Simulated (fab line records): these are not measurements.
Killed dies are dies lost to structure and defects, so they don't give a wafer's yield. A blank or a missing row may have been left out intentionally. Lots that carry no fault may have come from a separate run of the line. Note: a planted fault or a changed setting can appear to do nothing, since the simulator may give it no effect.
The same fault as seen by 2 desks / flow gf180mcu / each desk holds nothing but its own numbers, with what lay behind them at the end

== FROM THE METROLOGY DESK ==
What the gauges read, lot by lot, whatever tool the lot ran on: means of the sampled wafers that have a number. Any lot whose mean is over 4 standard deviations away from the usual mean is out of limits and marked OUT; that distance is given in the brackets.
Columns: A = MVPSD_TW at GF_MVPSD_TW_MEAS_11, usual 553; B = cd nm at GF_NSD_CD_MEAS_07, usual 399.9 nm
lot=L838; first seen here=day 5 00:27; A=556; B=401.5
lot=L839; first seen here=day 5 06:35; A=546; B=399.2
lot=L840; first seen here=day 5 16:57; A=557; B=398.5
lot=L841; first seen here=day 5 20:20; A=553; B=399.1
lot=L842; first seen here=day 6 03:13; A=555; B=402.0
lot=L843; first seen here=day 6 10:14; A=555; B=402.1
lot=L844; first seen here=day 6 16:32; A=556; B=396.5
lot=L851; first seen here=day 8 06:27; A=552; B=400.5
lot=L856; first seen here=day 9 15:58; A=317 (-59) OUT; B=-
lot=L857; first seen here=day 9 22:36; A=317 (-59) OUT; B=-
lot=L858; first seen here=day 10 03:16; A=556; B=401.0
lot=L859; first seen here=day 10 07:04; A=556; B=398.8
lot=L860; first seen here=day 10 15:34; A=557; B=400.9
lot=L861; first seen here=day 11 01:27; A=557; B=396.9
This desk reports L856, L857 out of limits; the earliest was L856 at day 9 15:58 (MVPSD_TW at GF_MVPSD_TW_MEAS_11). In limits: L838, L839, L840, L841, L842, L843, L844, L851, L858, L859, L860, L861.

== FOR THE TOOL OWNER'S DESK: implanter-01 ==
The tool's own readings at GF_MVPSD_IMPLANT_08, given as means over the sampled wafers that have a number, one for each lot that went through this tool. Any lot whose mean is over 4 standard deviations away from the usual mean is out of limits and marked OUT; that distance is given in the brackets.
Columns: A = beam energy keV at GF_MVPSD_IMPLANT_08, usual 170.01; B = beam on s at GF_MVPSD_IMPLANT_08, usual 9.98 s
lot=L843; first seen here=day 6 09:50; A=170.04; B=9.95
lot=L851; first seen here=day 8 06:03; A=170.00; B=10.10
lot=L858; first seen here=day 10 02:52; A=170.07; B=9.96
lot=L859; first seen here=day 10 06:41; A=169.97; B=10.06
Result from this desk: across the 4 lots, nothing is out of limits.

== BROUGHT TOGETHER ==
An alarm was possible from the metrology desk at day 9 15:58, on L856, L857.
Nothing out of limits was seen by the tool owner's desk.
The tool owner's desk has no number on record for L856, L857.
All the named lots went through GF_MVPSD_IMPLANT_08 on implanter-01.

== WHAT THE SIMULATOR HAD INSERTED ==
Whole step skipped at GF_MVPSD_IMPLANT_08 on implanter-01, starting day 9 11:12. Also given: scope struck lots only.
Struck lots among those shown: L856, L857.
Time in hours between the start of the fault and the first out-of-limits reading at each desk: metrology desk, 5.
